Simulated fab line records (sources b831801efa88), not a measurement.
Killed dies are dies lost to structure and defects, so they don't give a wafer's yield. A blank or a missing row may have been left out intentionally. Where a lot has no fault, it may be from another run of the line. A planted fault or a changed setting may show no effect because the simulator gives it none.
fab line records :: flow sky130 :: part 2 of 2: steps 26 to 34 of 34
record:
  lots: 5
  wafers: 15
  last_day: 51
route steps=708 shown LOCAL_INTERCONNECT@398 CONTACT@406
lots with no fault: from the same line, run without faults
start_h: start of the lot's first displayed wafer, in hours after the record's first day :: wait_h: hours since the lot's step before :: " repeats the value in the row above :: L1.1+2: one row covering several wafers at once :: - no value, or no start was given :: * or withheld: withheld :: < > ~ a bound
route shown NAME@n: a module of which the file shows steps, and the number in the route of the first :: usual: the fault-free wafers' mean and standard deviation :: same: alike in all rows :: chamber/n: place in a boat :: sites: per-site readings :: _std_site: how widely they spread, as a standard deviation :: _edge_site: outer sites' mean less inner sites' :: radius_mm: for every site, how far away it sits from the centre of the wafer :: mask NAME#n: copy n :: behind: tool/chamber where the wafer was last shaped :: hold: reason for holding the lot/hours on hold/outcome of the hold :: device: which transistor (n, p or np) failed to switch :: end of line: the tests these same wafers got at the end of their route :: a step given without rows: its recipe and nothing more :: killed: dies lost to structure and defects at the first sort, not the wafer's yield :: map: a wafer's dies, marking killed ones x, the rest . and places with no die _
set.NAME: the run value of the setting; set.NAME@STEP: its run value at that earlier step :: model.NAME: the simulator's own value behind a step, which no gauge read
lots seen at some steps along the route; tables by step, rows by wafer
services: a tool's chamber out of use, with start hour (start_h, from the record's first day; less than 0 if before it), hours out, and reason
== steps ==
step: SKY_CONTACT_ETCH_17
recipe:
  target: SiO2
  chemistry: C4F8/O2/Ar
  stop_on: Si3N4
  mask_material: KrF-thick
  source_w: 1500
  bias_w: 1200
  pressure_mtorr: 40
  c4f8_flow_sccm: withheld
  O2_flow_sccm: 6
  Ar_flow_sccm: 300
  time_s: withheld
  target_depth_a: 3400
usual:
  oes_product_au: 0.891/0.0048
lot.wafer: L074.4
tool: rie_diel-02
chamber: 0
start_h: 729.50
wait_h: 0.0
oes_product_au: 0.893

lot.wafer: L074.5
tool: rie_diel-02
chamber: 0
start_h: 729.50
wait_h: 0.0
oes_product_au: 0.886

lot.wafer: L074.6
tool: rie_diel-02
chamber: 3
start_h: 729.50
wait_h: 0.0
oes_product_au: 0.892

lot.wafer: L075.1
tool: rie_diel-01
chamber: 3
start_h: 761.70
wait_h: 0.0
oes_product_au: 0.888

lot.wafer: L075.4
tool: rie_diel-01
chamber: 1
start_h: 761.70
wait_h: 0.0
oes_product_au: 0.892

lot.wafer: L075.5
tool: rie_diel-01
chamber: 3
start_h: 761.70
wait_h: 0.0
oes_product_au: 0.890

lot.wafer: L090.2
tool: rie_diel-01
chamber: 2
start_h: 858.92
wait_h: 0.0
oes_product_au: 0.893

lot.wafer: L090.5
tool: rie_diel-01
chamber: 3
start_h: 858.92
wait_h: 0.0
oes_product_au: 0.890

lot.wafer: L090.6
tool: rie_diel-01
chamber: 0
start_h: 858.92
wait_h: 0.0
oes_product_au: 0.895

lot.wafer: L095.2
tool: rie_diel-01
chamber: 0
start_h: 912.91
wait_h: 0.0
oes_product_au: 0.890

lot.wafer: L095.4
tool: rie_diel-01
chamber: 0
start_h: 912.91
wait_h: 0.0
oes_product_au: 0.891

lot.wafer: L095.5
tool: rie_diel-01
chamber: 3
start_h: 912.91
wait_h: 0.0
oes_product_au: 0.892

lot.wafer: L097.3
tool: rie_diel-01
chamber: 1
start_h: 927.81
wait_h: 0.0
oes_product_au: 0.889

lot.wafer: L097.5
tool: rie_diel-01
chamber: 3
start_h: 927.81
wait_h: 0.0
oes_product_au: 0.899

lot.wafer: L097.6
tool: rie_diel-01
chamber: 0
start_h: 927.81
wait_h: 0.0
oes_product_au: 0.897
step: SKY_CONTACT_ETCH_18
recipe:
  target: Si3N4
  chemistry: CHF3/O2
  stop_on: TiN
  source_w: 600
  bias_w: 200
  pressure_mtorr: 40
  chf3_flow_sccm: 50
  O2_flow_sccm: 5
  time_s: 39
  target_depth_a: 750
usual:
  drypump_motor_current_A: 5.6/0.45
  oes_product_au: 0.854/0.0068
  throttle_valve_pct: 8.792/0.0091
same:
  time_s: 39
lot.wafer: L074.4
tool: rie_diel-02
chamber: 0
start_h: -
wait_h: -
drypump_motor_current_A: 5.9
oes_product_au: 0.853
rf_hours_counter_h: 47
throttle_valve_pct: 8.791

lot.wafer: L074.5
tool: rie_diel-02
chamber: 0
start_h: -
wait_h: -
drypump_motor_current_A: 5.9
oes_product_au: 0.857
rf_hours_counter_h: -
throttle_valve_pct: 8.790

lot.wafer: L074.6
tool: rie_diel-02
chamber: 3
start_h: -
wait_h: -
drypump_motor_current_A: 5.7
oes_product_au: 0.869
rf_hours_counter_h: -
throttle_valve_pct: 8.804

lot.wafer: L075.1
tool: rie_diel-01
chamber: 3
start_h: -
wait_h: -
drypump_motor_current_A: 5.9
oes_product_au: 0.853
rf_hours_counter_h: 12
throttle_valve_pct: 8.784

lot.wafer: L075.4
tool: rie_diel-01
chamber: 1
start_h: -
wait_h: -
drypump_motor_current_A: 5.2
oes_product_au: 0.859
rf_hours_counter_h: 43
throttle_valve_pct: 8.787

lot.wafer: L075.5
tool: rie_diel-01
chamber: 3
start_h: -
wait_h: -
drypump_motor_current_A: 5.9
oes_product_au: 0.852
rf_hours_counter_h: -
throttle_valve_pct: 8.776

lot.wafer: L090.2
tool: rie_diel-01
chamber: 2
start_h: -
wait_h: -
drypump_motor_current_A: 4.7
oes_product_au: 0.855
rf_hours_counter_h: 27
throttle_valve_pct: 8.786

lot.wafer: L090.5
tool: rie_diel-01
chamber: 3
start_h: -
wait_h: -
drypump_motor_current_A: 5.9
oes_product_au: 0.859
rf_hours_counter_h: -
throttle_valve_pct: 8.791

lot.wafer: L090.6
tool: rie_diel-01
chamber: 0
start_h: -
wait_h: -
drypump_motor_current_A: 6.3
oes_product_au: 0.855
rf_hours_counter_h: -
throttle_valve_pct: 8.793

lot.wafer: L095.2
tool: rie_diel-01
chamber: 0
start_h: -
wait_h: -
drypump_motor_current_A: 6.3
oes_product_au: 0.851
rf_hours_counter_h: 17
throttle_valve_pct: 8.784

lot.wafer: L095.4
tool: rie_diel-01
chamber: 0
start_h: -
wait_h: -
drypump_motor_current_A: 6.3
oes_product_au: 0.861
rf_hours_counter_h: -
throttle_valve_pct: 8.791

lot.wafer: L095.5
tool: rie_diel-01
chamber: 3
start_h: -
wait_h: -
drypump_motor_current_A: 5.9
oes_product_au: 0.864
rf_hours_counter_h: -
throttle_valve_pct: 8.802

lot.wafer: L097.3
tool: rie_diel-01
chamber: 1
start_h: -
wait_h: -
drypump_motor_current_A: 5.2
oes_product_au: 0.843
rf_hours_counter_h: 4
throttle_valve_pct: 8.801

lot.wafer: L097.5
tool: rie_diel-01
chamber: 3
start_h: -
wait_h: -
drypump_motor_current_A: 6.0
oes_product_au: 0.860
rf_hours_counter_h: -
throttle_valve_pct: 8.781

lot.wafer: L097.6
tool: rie_diel-01
chamber: 0
start_h: -
wait_h: -
drypump_motor_current_A: 6.3
oes_product_au: 0.847
rf_hours_counter_h: -
throttle_valve_pct: 8.809
step: SKY_CONTACT_STRIP_19
recipe:
  chemistry: O2/N2
  power_w: 1400
  pressure_mtorr: 1500
  platen_temp_c: withheld
  o2_flow_sccm: 3000
  n2_flow_sccm: 300
  overash_fraction: 0.5
usual:
  drypump_motor_current_A: 5.7/0.5
  o2_flow_sccm: 3000/9.3
  oes_product_au: 0.382/0.0049
  strip_time_to_endpoint_s: 3.65/0.032
lot.wafer: L074.4
tool: plasma_asher-03
chamber: 0
start_h: 729.63
wait_h: -
drypump_motor_current_A: 6.5
o2_flow_sccm: 2996
oes_product_au: 0.385
rf_hours_counter_h: -
strip_time_to_endpoint_s: 3.67

lot.wafer: L074.5
tool: plasma_asher-03
chamber: 0
start_h: 729.63
wait_h: -
drypump_motor_current_A: 6.5
o2_flow_sccm: 3000
oes_product_au: 0.385
rf_hours_counter_h: -
strip_time_to_endpoint_s: 3.69

lot.wafer: L074.6
tool: plasma_asher-03
chamber: 1
start_h: 729.63
wait_h: -
drypump_motor_current_A: 5.5
o2_flow_sccm: 3017
oes_product_au: 0.378
rf_hours_counter_h: -
strip_time_to_endpoint_s: 3.70

lot.wafer: L075.1
tool: plasma_asher-01
chamber: 0
start_h: 761.79
wait_h: -
drypump_motor_current_A: 5.5
o2_flow_sccm: 2996
oes_product_au: 0.379
rf_hours_counter_h: 2
strip_time_to_endpoint_s: 3.62

lot.wafer: L075.4
tool: plasma_asher-01
chamber: 0
start_h: 761.79
wait_h: -
drypump_motor_current_A: 5.5
o2_flow_sccm: 2988
oes_product_au: 0.374
rf_hours_counter_h: -
strip_time_to_endpoint_s: 3.63

lot.wafer: L075.5
tool: plasma_asher-01
chamber: 1
start_h: 761.79
wait_h: -
drypump_motor_current_A: 5.9
o2_flow_sccm: 3016
oes_product_au: 0.376
rf_hours_counter_h: -
strip_time_to_endpoint_s: 3.65

lot.wafer: L090.2
tool: plasma_asher-01
chamber: 0
start_h: 859.01
wait_h: -
drypump_motor_current_A: 5.5
o2_flow_sccm: 2983
oes_product_au: 0.384
rf_hours_counter_h: 12
strip_time_to_endpoint_s: 3.65

lot.wafer: L090.5
tool: plasma_asher-01
chamber: 0
start_h: 859.01
wait_h: -
drypump_motor_current_A: 5.5
o2_flow_sccm: 2994
oes_product_au: 0.377
rf_hours_counter_h: -
strip_time_to_endpoint_s: 3.63

lot.wafer: L090.6
tool: plasma_asher-01
chamber: 1
start_h: 859.01
wait_h: -
drypump_motor_current_A: 5.9
o2_flow_sccm: 3001
oes_product_au: 0.372
rf_hours_counter_h: -
strip_time_to_endpoint_s: 3.62

lot.wafer: L095.2
tool: plasma_asher-01
chamber: 0
start_h: 913.00
wait_h: -
drypump_motor_current_A: 5.5
o2_flow_sccm: 2999
oes_product_au: 0.383
rf_hours_counter_h: 17
strip_time_to_endpoint_s: 3.60

lot.wafer: L095.4
tool: plasma_asher-01
chamber: 0
start_h: 913.00
wait_h: -
drypump_motor_current_A: 5.5
o2_flow_sccm: 3014
oes_product_au: 0.379
rf_hours_counter_h: -
strip_time_to_endpoint_s: 3.60

lot.wafer: L095.5
tool: plasma_asher-01
chamber: 0
start_h: 913.00
wait_h: -
drypump_motor_current_A: 5.5
o2_flow_sccm: 3002
oes_product_au: 0.381
rf_hours_counter_h: -
strip_time_to_endpoint_s: 3.60

lot.wafer: L097.3
tool: plasma_asher-02
chamber: 1
start_h: 927.94
wait_h: -
drypump_motor_current_A: 4.9
o2_flow_sccm: 3007
oes_product_au: 0.375
rf_hours_counter_h: -
strip_time_to_endpoint_s: 3.58

lot.wafer: L097.5
tool: plasma_asher-02
chamber: 1
start_h: 927.94
wait_h: -
drypump_motor_current_A: 4.9
o2_flow_sccm: 3000
oes_product_au: 0.381
rf_hours_counter_h: -
strip_time_to_endpoint_s: 3.57

lot.wafer: L097.6
tool: plasma_asher-02
chamber: 0
start_h: 927.94
wait_h: -
drypump_motor_current_A: 5.7
o2_flow_sccm: 3001
oes_product_au: 0.380
rf_hours_counter_h: -
strip_time_to_endpoint_s: 3.57
step: SKY_CONTACT_STRIP_20
recipe:
  chemistry: post_etch_residue_remover
  time_s: 1200
  temp_c: 72.5
same:
  time_s: 1200
lot.wafer: L074.4+5+6
tool: wet_bench-03
chamber: 3
start_h: 729.69
wait_h: 0.0

lot.wafer: L075.1+4+5
tool: wet_bench-04
chamber: 0
start_h: 761.89
wait_h: 0.1

lot.wafer: L090.2+5+6
tool: wet_bench-04
chamber: 2
start_h: 859.11
wait_h: 0.1

lot.wafer: L095.2+4+5
tool: wet_bench-04
chamber: 2
start_h: 913.10
wait_h: 0.1

lot.wafer: L097.3+5+6
tool: wet_bench-04
chamber: 1
start_h: 928.00
wait_h: 0.0
step: SKY_CONTACT_CLEAN_21
recipe:
  chemistry: IPA
  time_s: 180
  temp_c: 25
same:
  time_s: 180
lot.wafer: L074.4+5+6
tool: wet_bench-02
chamber: 1
start_h: 730.04
wait_h: 0.0

lot.wafer: L075.1+4+5
tool: wet_bench-04
chamber: 2
start_h: 762.24
wait_h: 0.0

lot.wafer: L090.2+5+6
tool: wet_bench-02
chamber: 1
start_h: 859.45
wait_h: 0.0

lot.wafer: L095.2+4+5
tool: wet_bench-02
chamber: 0
start_h: 913.44
wait_h: 0.0

lot.wafer: L097.3+5+6
tool: wet_bench-03
chamber: 3
start_h: 928.34
wait_h: 0.0
step: SKY_CONTACT_CLEAN_22
recipe:
  chemistry: O3/DIW
  dry: n2_spin
lot.wafer: L074.4+5+6
tool: wet_bench-04
chamber: 0
start_h: 730.09
wait_h: 0.0

lot.wafer: L075.1+4+5
tool: wet_bench-04
chamber: 3
start_h: 762.29
wait_h: 0.0

lot.wafer: L090.2+5+6
tool: wet_bench-03
chamber: 3
start_h: 859.51
wait_h: 0.0

lot.wafer: L095.2+4+5
tool: wet_bench-02
chamber: 1
start_h: 913.50
wait_h: 0.0

lot.wafer: L097.3+5+6
tool: wet_bench-04
chamber: 1
start_h: 928.40
wait_h: 0.0
step: SKY_CONTACT_SPUTTER_23
recipe:
  material: TiN
  target_thk_nm: 20
  chamber_pressure_pa: 5
  power_w: 4000
  time_s: 80
usual:
  chamber_pressure_pa: 4.998/0.0098
  throttle_valve_pct: 30.3/1
same:
  time_s: 80
lot.wafer: L074.4
tool: pvd_sputter-01
chamber: -
start_h: 730.20
wait_h: 0.0
chamber_pressure_pa: 4.988
throttle_valve_pct: 30.8

lot.wafer: L074.5
tool: pvd_sputter-01
chamber: -
start_h: 730.20
wait_h: 0.0
chamber_pressure_pa: 5.006
throttle_valve_pct: 29.6

lot.wafer: L074.6
tool: pvd_sputter-01
chamber: -
start_h: 730.20
wait_h: 0.0
chamber_pressure_pa: 5.015
throttle_valve_pct: 32.6

lot.wafer: L075.1
tool: pvd_sputter-03
chamber: -
start_h: 762.39
wait_h: 0.0
chamber_pressure_pa: 5.006
throttle_valve_pct: 28.8

lot.wafer: L075.4
tool: pvd_sputter-03
chamber: -
start_h: 762.39
wait_h: 0.0
chamber_pressure_pa: 4.992
throttle_valve_pct: 29.9

lot.wafer: L075.5
tool: pvd_sputter-03
chamber: -
start_h: 762.39
wait_h: 0.0
chamber_pressure_pa: 4.991
throttle_valve_pct: 30.3

lot.wafer: L090.2
tool: pvd_sputter-01
chamber: -
start_h: 859.60
wait_h: 0.0
chamber_pressure_pa: 4.986
throttle_valve_pct: 32.4

lot.wafer: L090.5
tool: pvd_sputter-01
chamber: -
start_h: 859.60
wait_h: 0.0
chamber_pressure_pa: 4.987
throttle_valve_pct: 32.9

lot.wafer: L090.6
tool: pvd_sputter-01
chamber: -
start_h: 859.60
wait_h: 0.0
chamber_pressure_pa: 5.005
throttle_valve_pct: 30.4

lot.wafer: L095.2
tool: pvd_sputter-03
chamber: -
start_h: 913.59
wait_h: 0.0
chamber_pressure_pa: 5.005
throttle_valve_pct: 30.2

lot.wafer: L095.4
tool: pvd_sputter-03
chamber: -
start_h: 913.59
wait_h: 0.0
chamber_pressure_pa: 5.007
throttle_valve_pct: 31.1

lot.wafer: L095.5
tool: pvd_sputter-03
chamber: -
start_h: 913.59
wait_h: 0.0
chamber_pressure_pa: 4.985
throttle_valve_pct: 29.8

lot.wafer: L097.3
tool: pvd_sputter-03
chamber: -
start_h: 928.49
wait_h: 0.0
chamber_pressure_pa: 5.002
throttle_valve_pct: 29.9

lot.wafer: L097.5
tool: pvd_sputter-03
chamber: -
start_h: 928.49
wait_h: 0.0
chamber_pressure_pa: 4.986
throttle_valve_pct: 29.8

lot.wafer: L097.6
tool: pvd_sputter-03
chamber: -
start_h: 928.49
wait_h: 0.0
chamber_pressure_pa: 4.985
throttle_valve_pct: 30.1
step: SKY_CONTACT_CVD_24
recipe:
  material: W
  target_thk_nm: 340
  time_s: 102.12
  temp_c: 400
  pressure_torr: 40
usual:
  heater_power_w: 797/51
same:
  time_s: 102.12
lot.wafer: L074.4
tool: cvd_w-02
chamber: 1
start_h: 730.30
wait_h: 0.1
heater_power_w: 786

lot.wafer: L074.5
tool: cvd_w-02
chamber: 0
start_h: 730.30
wait_h: 0.1
heater_power_w: 880

lot.wafer: L074.6
tool: cvd_w-02
chamber: 1
start_h: 730.30
wait_h: 0.1
heater_power_w: 793

lot.wafer: L075.1
tool: cvd_w-01
chamber: 0
start_h: 762.45
wait_h: 0.0
heater_power_w: 739

lot.wafer: L075.4
tool: cvd_w-01
chamber: 0
start_h: 762.45
wait_h: 0.0
heater_power_w: 735

lot.wafer: L075.5
tool: cvd_w-01
chamber: 1
start_h: 762.45
wait_h: 0.0
heater_power_w: 754

lot.wafer: L090.2
tool: cvd_w-01
chamber: 1
start_h: 859.66
wait_h: 0.0
heater_power_w: 763

lot.wafer: L090.5
tool: cvd_w-01
chamber: 1
start_h: 859.66
wait_h: 0.0
heater_power_w: 773

lot.wafer: L090.6
tool: cvd_w-01
chamber: 0
start_h: 859.66
wait_h: 0.0
heater_power_w: 746

lot.wafer: L095.2
tool: cvd_w-01
chamber: 0
start_h: 913.65
wait_h: 0.0
heater_power_w: 749

lot.wafer: L095.4
tool: cvd_w-01
chamber: 1
start_h: 913.65
wait_h: 0.0
heater_power_w: 777

lot.wafer: L095.5
tool: cvd_w-01
chamber: 0
start_h: 913.65
wait_h: 0.0
heater_power_w: 769

lot.wafer: L097.3
tool: cvd_w-02
chamber: 1
start_h: 928.59
wait_h: 0.1
heater_power_w: 722

lot.wafer: L097.5
tool: cvd_w-02
chamber: 0
start_h: 928.59
wait_h: 0.1
heater_power_w: 834

lot.wafer: L097.6
tool: cvd_w-02
chamber: 1
start_h: 928.59
wait_h: 0.1
heater_power_w: 727
step: SKY_CONTACT_RS_MEAS_25
recipe:
  thk_meas_gauge: four-point-probe
  reads: W_of_CONTACT_CVD_24+TiN_of_CONTACT_SPUTTER_23
usual:
  CONTACT_W_RS: 0.333/0.0052
lot.wafer: L074.4
tool: film_metro-03
chamber: -
start_h: 730.43
wait_h: 0.1
CONTACT_W_RS[ohm/sq]: 0.331

lot.wafer: L074.5
tool: film_metro-03
chamber: -
start_h: 730.43
wait_h: 0.1
CONTACT_W_RS[ohm/sq]: 0.339

lot.wafer: L074.6
tool: film_metro-03
chamber: -
start_h: 730.43
wait_h: 0.1
CONTACT_W_RS[ohm/sq]: 0.333

lot.wafer: L075.1
tool: film_metro-03
chamber: -
start_h: 762.56
wait_h: 0.1
CONTACT_W_RS[ohm/sq]: 0.339

lot.wafer: L075.4
tool: film_metro-03
chamber: -
start_h: 762.56
wait_h: 0.1
CONTACT_W_RS[ohm/sq]: 0.340

lot.wafer: L075.5
tool: film_metro-03
chamber: -
start_h: 762.56
wait_h: 0.1
CONTACT_W_RS[ohm/sq]: 0.327

lot.wafer: L090.2
tool: film_metro-02
chamber: -
start_h: 859.79
wait_h: 0.1
CONTACT_W_RS[ohm/sq]: 0.332

lot.wafer: L090.5
tool: film_metro-02
chamber: -
start_h: 859.79
wait_h: 0.1
CONTACT_W_RS[ohm/sq]: 0.329

lot.wafer: L090.6
tool: film_metro-02
chamber: -
start_h: 859.79
wait_h: 0.1
CONTACT_W_RS[ohm/sq]: 0.342

lot.wafer: L095.2
tool: film_metro-02
chamber: -
start_h: 913.78
wait_h: 0.1
CONTACT_W_RS[ohm/sq]: 0.340

lot.wafer: L095.4
tool: film_metro-02
chamber: -
start_h: 913.78
wait_h: 0.1
CONTACT_W_RS[ohm/sq]: 0.330

lot.wafer: L095.5
tool: film_metro-02
chamber: -
start_h: 913.78
wait_h: 0.1
CONTACT_W_RS[ohm/sq]: 0.338

lot.wafer: L097.3
tool: film_metro-03
chamber: -
start_h: 928.71
wait_h: 0.1
CONTACT_W_RS[ohm/sq]: 0.324

lot.wafer: L097.5
tool: film_metro-03
chamber: -
start_h: 928.71
wait_h: 0.1
CONTACT_W_RS[ohm/sq]: 0.338

lot.wafer: L097.6
tool: film_metro-03
chamber: -
start_h: 928.71
wait_h: 0.1
CONTACT_W_RS[ohm/sq]: 0.330
== services ==
tool: krf_scanner-02
chamber: -
start_h: 678.92
hours: 3.6
kind: pm

tool: rie_metal-02
chamber: 1
start_h: 687.88
hours: 4.5
kind: repair

tool: cmp-01
chamber: -
start_h: 688.22
hours: 3.3
kind: repair

tool: rie_diel-02
chamber: -
start_h: 689.08
hours: 0.9
kind: repair

tool: wet_bench-03
chamber: -
start_h: 694.50
hours: 0.8
kind: repair

tool: krf_scanner-02
chamber: -
start_h: 697.09
hours: 0.8
kind: pm

tool: wet_bench-02
chamber: -
start_h: 699.79
hours: 1.2
kind: repair

tool: krf_scanner-02
chamber: -
start_h: 704.21
hours: 1.0
kind: pm

tool: hdpcvd-01
chamber: -
start_h: 704.31
hours: 6.0
kind: pm

tool: pvd_sputter-03
chamber: -
start_h: 711.25
hours: 1.7
kind: repair

tool: cmp-01
chamber: -
start_h: 716.86
hours: 5.7
kind: pm

tool: plasma_asher-01
chamber: -
start_h: 718.63
hours: 0.3
kind: repair

tool: pvd_sputter-03
chamber: -
start_h: 720.08
hours: 3.6
kind: repair

tool: cvd_w-01
chamber: 0
start_h: 721.30
hours: 3.4
kind: repair

tool: cmp-01
chamber: -
start_h: 723.98
hours: 1.4
kind: repair

tool: cmp-01
chamber: -
start_h: 726.08
hours: 2.2
kind: repair

tool: plasma_asher-01
chamber: -
start_h: 733.75
hours: 9.0
kind: pm

tool: cmp-01
chamber: -
start_h: 747.01
hours: 4.0
kind: pm

tool: rie_metal-02
chamber: -
start_h: 750.94
hours: 4.4
kind: repair

tool: cmp-01
chamber: -
start_h: 794.56
hours: 1.7
kind: repair

tool: cmp-01
chamber: -
start_h: 798.94
hours: 13.6
kind: pm

tool: rie_diel-01
chamber: 3
start_h: 825.12
hours: 16.6
kind: repair

tool: cmp-01
chamber: -
start_h: 838.77
hours: 0.2
kind: repair

tool: plasma_asher-01
chamber: -
start_h: 896.77
hours: 5.8
kind: repair
